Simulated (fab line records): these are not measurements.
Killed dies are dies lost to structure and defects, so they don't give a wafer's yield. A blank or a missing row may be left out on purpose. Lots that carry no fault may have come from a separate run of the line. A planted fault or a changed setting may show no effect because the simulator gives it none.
fab line records / flow sky130
[record] lots = 14 wafers = 42 last_day = 50
route steps=708 shown FIELD_ISO@2 PAD_OPEN@708
lots untouched by any fault: they come from a run of this same line in which no faults occurred
start_h: start of the lot's first displayed wafer, in hours after the record's first day / wait_h: time in hours since the lot's previous step / " identical to the entry in the row above / L1.1+2: one row covering several wafers at once / - no value, or no start was given / * or withheld: withheld / < > ~ a bound
route shown NAME@n: names a module that has steps shown in the file, with the first one's number in the route / usual: mean/standard deviation of fault-free wafers / same: alike in all rows / chamber/n: place in a boat / sites: per-site readings / _std_site: standard deviation of those values / _edge_site: mean of outer sites minus mean of inner sites / radius_mm: for every site, how far away it sits from the centre of the wafer / mask NAME#n: copy n / behind: the most recent tool/chamber to have shaped the wafer / hold: why the lot went on hold/how many hours it stayed there/how the hold came to an end / device: transistor that didn't switch, given as n, p or np / end of line: at the end of the route, the tests of the same wafers / a step with no rows: only its recipe / killed: at the first sort, the dies lost to defects and structure; wafer yield is something else / map: dies across one wafer; x = killed, . = not, _ = none there
set.NAME: the setting that was run; set.NAME@STEP: the one run at that earlier step / model.NAME: the simulator's own value behind a step, which no gauge read
the route's steps for a sample of lots (tables are steps, rows are wafers)
services: a tool's chamber out of use, with start hour (start_h, from the record's first day; less than 0 if before it), hours out, and reason
[[steps]]
[step SKY_FIELD_ISO_OXIDATION_01]
[recipe] temp_c = 900 ambient = O2 stabilise_s = 600 purge_s = 300 target_thk_a = 120 ox_time_s = 1843
[usual] ox_temp_c = 900.1/0.39 tube_center_temp_C = 900.01/0.087 zone_power_lower_pct = 18.2/2.1
lot.wafer=L805.2 tool=furnace-01 chamber=0 start_h=10.67 wait_h=0.6 ox_temp_c=899.9 tube_center_temp_C=899.97 zone_power_lower_pct=16.2
lot.wafer=L805.3 tool=furnace-01 chamber=0 start_h=10.67 wait_h=0.6 ox_temp_c=899.7 tube_center_temp_C=900.04 zone_power_lower_pct=16.4
lot.wafer=L805.6 tool=furnace-01 chamber=0 start_h=10.67 wait_h=0.6 ox_temp_c=899.7 tube_center_temp_C=899.83 zone_power_lower_pct=15.9
lot.wafer=L807.2 tool=furnace-02 chamber=0 start_h=20.66 wait_h=0.6 ox_temp_c=900.4 tube_center_temp_C=899.97 zone_power_lower_pct=20.7
lot.wafer=L807.4 tool=furnace-02 chamber=0 start_h=20.66 wait_h=0.6 ox_temp_c=900.3 tube_center_temp_C=900.08 zone_power_lower_pct=20.6
lot.wafer=L807.5 tool=furnace-02 chamber=0 start_h=20.66 wait_h=0.6 ox_temp_c=900.2 tube_center_temp_C=899.9 zone_power_lower_pct=20.6
lot.wafer=L809.4 tool=furnace-02 chamber=0 start_h=33.92 wait_h=3.8 ox_temp_c=899.6 tube_center_temp_C=899.86 zone_power_lower_pct=20.5
lot.wafer=L809.5 tool=furnace-02 chamber=0 start_h=33.92 wait_h=3.8 ox_temp_c=899.4 tube_center_temp_C=900.12 zone_power_lower_pct=20.5
lot.wafer=L809.6 tool=furnace-02 chamber=0 start_h=33.92 wait_h=3.8 ox_temp_c=899.8 tube_center_temp_C=900.07 zone_power_lower_pct=20.8
lot.wafer=L810.2 tool=furnace-01 chamber=0 start_h=37.91 wait_h=2.9 ox_temp_c=900.1 tube_center_temp_C=900.16 zone_power_lower_pct=16.5
lot.wafer=L810.3 tool=furnace-01 chamber=0 start_h=37.91 wait_h=2.9 ox_temp_c=899.7 tube_center_temp_C=900.01 zone_power_lower_pct=16.1
lot.wafer=L810.6 tool=furnace-01 chamber=0 start_h=37.91 wait_h=2.9 ox_temp_c=900.0 tube_center_temp_C=900.05 zone_power_lower_pct=16.4
lot.wafer=L811.1 tool=furnace-01 chamber=0 start_h=42.46 wait_h=2.4 ox_temp_c=900.2 tube_center_temp_C=900.04 zone_power_lower_pct=16.3
lot.wafer=L811.3 tool=furnace-01 chamber=0 start_h=42.46 wait_h=2.4 ox_temp_c=900.5 tube_center_temp_C=899.99 zone_power_lower_pct=16.1
lot.wafer=L811.6 tool=furnace-01 chamber=0 start_h=42.46 wait_h=2.4 ox_temp_c=900.3 tube_center_temp_C=900.16 zone_power_lower_pct=16.4
lot.wafer=L813.1 tool=furnace-02 chamber=0 start_h=53.10 wait_h=3.1 ox_temp_c=900.0 tube_center_temp_C=899.99 zone_power_lower_pct=20.9
lot.wafer=L813.2 tool=furnace-02 chamber=0 start_h=53.10 wait_h=3.1 ox_temp_c=900.0 tube_center_temp_C=899.95 zone_power_lower_pct=20.1
lot.wafer=L813.6 tool=furnace-02 chamber=0 start_h=53.10 wait_h=3.1 ox_temp_c=900.1 tube_center_temp_C=900.11 zone_power_lower_pct=20.4
lot.wafer=L814.2 tool=furnace-02 chamber=0 start_h=55.79 wait_h=0.7 ox_temp_c=900.6 tube_center_temp_C=899.81 zone_power_lower_pct=20.5
lot.wafer=L814.3 tool=furnace-02 chamber=0 start_h=55.79 wait_h=0.7 ox_temp_c=900.3 tube_center_temp_C=900.13 zone_power_lower_pct=20.4
lot.wafer=L814.6 tool=furnace-02 chamber=0 start_h=55.79 wait_h=0.7 ox_temp_c=900.4 tube_center_temp_C=899.92 zone_power_lower_pct=20.2
lot.wafer=L816.1 tool=furnace-02 chamber=0 start_h=65.42 wait_h=0.4 ox_temp_c=900.1 tube_center_temp_C=900.16 zone_power_lower_pct=20.5
lot.wafer=L816.2 tool=furnace-02 chamber=0 start_h=65.42 wait_h=0.4 ox_temp_c=900.2 tube_center_temp_C=899.92 zone_power_lower_pct=20.3
lot.wafer=L816.5 tool=furnace-02 chamber=0 start_h=65.42 wait_h=0.4 ox_temp_c=900.2 tube_center_temp_C=900.09 zone_power_lower_pct=20.4
lot.wafer=L817.1 tool=furnace-01 chamber=0 start_h=70.74 wait_h=0.7 ox_temp_c=899.9 tube_center_temp_C=900.08 zone_power_lower_pct=16.2
lot.wafer=L817.2 tool=furnace-01 chamber=0 start_h=70.74 wait_h=0.7 ox_temp_c=900.4 tube_center_temp_C=900.01 zone_power_lower_pct=16.2
lot.wafer=L817.3 tool=furnace-01 chamber=0 start_h=70.74 wait_h=0.7 ox_temp_c=900.2 tube_center_temp_C=899.98 zone_power_lower_pct=16.2
lot.wafer=L818.2 tool=furnace-01 chamber=0 start_h=75.12 wait_h=0.1 ox_temp_c=900.5 tube_center_temp_C=899.91 zone_power_lower_pct=16.6
lot.wafer=L818.3 tool=furnace-01 chamber=0 start_h=75.12 wait_h=0.1 ox_temp_c=900.5 tube_center_temp_C=899.97 zone_power_lower_pct=16.4
lot.wafer=L818.4 tool=furnace-01 chamber=0 start_h=75.12 wait_h=0.1 ox_temp_c=900.1 tube_center_temp_C=899.96 zone_power_lower_pct=16.5
lot.wafer=L819.1 tool=furnace-01 chamber=0 start_h=80.68 wait_h=0.7 ox_temp_c=900.2 tube_center_temp_C=899.96 zone_power_lower_pct=16.0
lot.wafer=L819.3 tool=furnace-01 chamber=0 start_h=80.68 wait_h=0.7 ox_temp_c=900.5 tube_center_temp_C=899.96 zone_power_lower_pct=16.4
lot.wafer=L819.6 tool=furnace-01 chamber=0 start_h=80.68 wait_h=0.7 ox_temp_c=900.7 tube_center_temp_C=900.08 zone_power_lower_pct=16.1
lot.wafer=L820.2 tool=furnace-02 chamber=0 start_h=86.76 wait_h=1.7 ox_temp_c=899.7 tube_center_temp_C=900.04 zone_power_lower_pct=20.2
lot.wafer=L820.3 tool=furnace-02 chamber=0 start_h=86.76 wait_h=1.7 ox_temp_c=899.4 tube_center_temp_C=900.09 zone_power_lower_pct=20.5
lot.wafer=L820.4 tool=furnace-02 chamber=0 start_h=86.76 wait_h=1.7 ox_temp_c=899.9 tube_center_temp_C=899.88 zone_power_lower_pct=20.8
lot.wafer=L823.3 tool=furnace-02 chamber=0 start_h=100.86 wait_h=0.8 ox_temp_c=899.9 tube_center_temp_C=899.95 zone_power_lower_pct=20.4
lot.wafer=L823.4 tool=furnace-02 chamber=0 start_h=100.86 wait_h=0.8 ox_temp_c=900.3 tube_center_temp_C=900.05 zone_power_lower_pct=20.3
lot.wafer=L823.5 tool=furnace-02 chamber=0 start_h=100.86 wait_h=0.8 ox_temp_c=900.3 tube_center_temp_C=899.91 zone_power_lower_pct=20.4
lot.wafer=L826.1 tool=furnace-02 chamber=0 start_h=116.57 wait_h=1.5 ox_temp_c=900.0 tube_center_temp_C=900.08 zone_power_lower_pct=20.8
lot.wafer=L826.2 tool=furnace-02 chamber=0 start_h=116.57 wait_h=1.5 ox_temp_c=899.7 tube_center_temp_C=900.04 zone_power_lower_pct=20.4
lot.wafer=L826.5 tool=furnace-02 chamber=0 start_h=116.57 wait_h=1.5 ox_temp_c=900.1 tube_center_temp_C=899.95 zone_power_lower_pct=20.4
[step SKY_PAD_OPEN_PROBE_99]
[usual] killed_at_M0_to_M3 = 44/6.9 killed_at_M4_up = 3.1/1.7 killed_at_contacts = 25/5.6 killed_at_front_end = 14/4.3 killed_at_other = 0.3/0.51 killed_dies = 86/9.8 killed_on_rim = 17/3.8 killed_open = 47/6.5 killed_short = 39/6.6
[same] gross_dies = 492 killed_at_back_side = 0
lot.wafer=L817.1 tool=prober-01 chamber=- start_h=1167.04 wait_h=0.1 killed_at_M0_to_M3=46 killed_at_M4_up=7 killed_at_contacts=37 killed_at_front_end=16 killed_at_other=0 killed_dies=106 killed_on_rim=25 killed_open=55 killed_short=51
lot.wafer=L819.1 tool=prober-02 chamber=- start_h=1172.87 wait_h=0.1 killed_at_M0_to_M3=35 killed_at_M4_up=2 killed_at_contacts=26 killed_at_front_end=16 killed_at_other=1 killed_dies=80 killed_on_rim=16 killed_open=47 killed_short=33
lot.wafer=L819.3 tool=prober-02 chamber=- start_h=1172.97 wait_h=0.2 killed_at_M0_to_M3=27 killed_at_M4_up=1 killed_at_contacts=29 killed_at_front_end=19 killed_at_other=0 killed_dies=76 killed_on_rim=12 killed_open=49 killed_short=27
lot.wafer=L819.6 tool=prober-02 chamber=- start_h=1173.12 wait_h=0.2 killed_at_M0_to_M3=45 killed_at_M4_up=3 killed_at_contacts=22 killed_at_front_end=14 killed_at_other=0 killed_dies=84 killed_on_rim=11 killed_open=36 killed_short=48
lot.wafer=L826.1 tool=prober-01 chamber=- start_h=1205.85 wait_h=0.1 killed_at_M0_to_M3=44 killed_at_M4_up=2 killed_at_contacts=24 killed_at_front_end=121 killed_at_other=0 killed_dies=191 killed_on_rim=30 killed_open=42 killed_short=38
lot.wafer=L826.2 tool=prober-01 chamber=- start_h=1205.90 wait_h=0.1 killed_at_M0_to_M3=31 killed_at_M4_up=1 killed_at_contacts=25 killed_at_front_end=135 killed_at_other=1 killed_dies=193 killed_on_rim=40 killed_open=37 killed_short=31
lot.wafer=L826.5 tool=prober-01 chamber=- start_h=1206.05 wait_h=0.2 killed_at_M0_to_M3=30 killed_at_M4_up=3 killed_at_contacts=14 killed_at_front_end=122 killed_at_other=0 killed_dies=169 killed_on_rim=33 killed_open=36 killed_short=18
lot.wafer=L823.3 tool=prober-02 chamber=- start_h=1211.60 wait_h=0.2 killed_at_M0_to_M3=31 killed_at_M4_up=1 killed_at_contacts=22 killed_at_front_end=128 killed_at_other=0 killed_dies=182 killed_on_rim=41 killed_open=32 killed_short=27
lot.wafer=L823.4 tool=prober-02 chamber=- start_h=1211.65 wait_h=0.2 killed_at_M0_to_M3=48 killed_at_M4_up=2 killed_at_contacts=15 killed_at_front_end=117 killed_at_other=0 killed_dies=182 killed_on_rim=38 killed_open=36 killed_short=36
lot.wafer=L823.5 tool=prober-02 chamber=- start_h=1211.70 wait_h=0.2 killed_at_M0_to_M3=29 killed_at_M4_up=5 killed_at_contacts=22 killed_at_front_end=133 killed_at_other=0 killed_dies=189 killed_on_rim=40 killed_open=43 killed_short=24
// killed by level:class
L817.1 CONTACT:geometric_particle:open=15 METAL2:geometric_particle:short=9 VIA1:geometric_particle:open=8 LI_CONTACT:geometric_particle:open=8 VIA2:geometric_particle:open=7 LOCAL_INTERCONNECT:geometric_particle:short=6 METAL1:geometric_particle:short=6 METAL4:geometric_particle:short=6
L819.1 VIA1:geometric_particle:open=9 CONTACT:geometric_particle:open=9 LI_CONTACT:geometric_particle:short=6 LI_CONTACT:geometric_particle:open=6 VIA2:geometric_particle:open=6 FIELD_ISO:geometric_particle:short=5 POLY_GATE:geometric_particle:open=5 VIA3:geometric_particle:open=5
L819.3 CONTACT:geometric_particle:open=9 FIELD_ISO:geometric_particle:open=7 LI_CONTACT:geometric_particle:open=7 POLY_GATE:geometric_particle:open=6 LOCAL_INTERCONNECT:geometric_particle:short=5 VIA1:geometric_particle:open=5 METAL2:geometric_particle:short=5 VIA3:geometric_particle:open=5
L819.6 METAL1:geometric_particle:short=11 LI_CONTACT:geometric_particle:open=7 LOCAL_INTERCONNECT:geometric_particle:short=6 VIA1:geometric_particle:short=6 VIA1:geometric_particle:open=6 VIA2:geometric_particle:open=5 VIA3:geometric_particle:open=5 FIELD_ISO:geometric_particle:short=4
L826.1 FIELD_ISO:unspecified=111 VIA1:geometric_particle:open=11 LI_CONTACT:geometric_particle:open=9 VIA2:geometric_particle:open=7 VIA1:geometric_particle:short=6 FIELD_ISO:geometric_particle:short=4 LI_CONTACT:geometric_particle:short=4 LOCAL_INTERCONNECT:geometric_particle:short=4
L826.2 FIELD_ISO:unspecified=125 VIA3:geometric_particle:open=9 CONTACT:geometric_particle:open=7 VIA2:geometric_particle:open=6 LI_CONTACT:geometric_particle:short=6 FIELD_ISO:geometric_particle:open=4 LI_CONTACT:geometric_particle:open=4 CONTACT:geometric_particle:short=4
L826.5 FIELD_ISO:unspecified=115 CONTACT:geometric_particle:open=9 VIA1:geometric_particle:open=7 METAL1:geometric_particle:short=5 VIA2:geometric_particle:open=4 LI_CONTACT:geometric_particle:open=3 METAL1:geometric_particle:open=3 METAL2:geometric_particle:short=3
L823.3 FIELD_ISO:unspecified=123 LI_CONTACT:geometric_particle:open=8 CONTACT:geometric_particle:short=6 VIA1:geometric_particle:open=6 CONTACT:geometric_particle:open=5 VIA3:geometric_particle:open=5 METAL1:geometric_particle:short=4 VIA2:geometric_particle:open=4
L823.4 FIELD_ISO:unspecified=110 VIA2:geometric_particle:open=10 METAL2:geometric_particle:short=10 VIA1:geometric_particle:open=9 METAL1:geometric_particle:short=8 LI_CONTACT:geometric_particle:open=5 FIELD_ISO:geometric_particle:open=4 LI_CONTACT:geometric_particle:short=4
L823.5 FIELD_ISO:unspecified=122 CONTACT:geometric_particle:open=11 VIA2:geometric_particle:open=6 VIA1:geometric_particle:open=6 LI_CONTACT:geometric_particle:open=5 VIA3:geometric_particle:open=4 METAL4:geometric_particle:short=4 FIELD_ISO:geometric_particle:short=3
[[services]]
tool=furnace-01 chamber=- start_h=-8.91 hours=4.1 kind=pm
tool=furnace-02 chamber=- start_h=46.09 hours=2.9 kind=pm
tool=furnace-02 chamber=- start_h=110.06 hours=5.1 kind=pm
[[key]]
[first_sign] step = SKY_PAD_OPEN_PROBE_99 reading = killed_at_front_end direction = up sigmas = 26 usual = 14 struck = 126
[effect] step = SKY_PAD_OPEN_PROBE_99 reading = killed_dies direction = up sigmas = 10 usual = 86 struck = 184
met_at SKY_FIELD_ISO_OXIDATION_01
struck_lots L823,L826
tester_left_out L823,L826
onset_between 86.76 100.86
also_fits time
[fault] kind = chamber_particle_source tool = furnace-02 chamber = - onset_h = 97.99 steps = SKY_FIELD_ISO_OXIDATION_01 rate_per_visit_cm2 = 0.57105 end_h = 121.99
// tester_left_out: of these lots the tester's yield and bins aren't shown, on N5 and GAA mostly nor the transistor test; their killed dies are dies lost to structure and defects alone, not to doping, threshold or leakage, so they don't give the yield
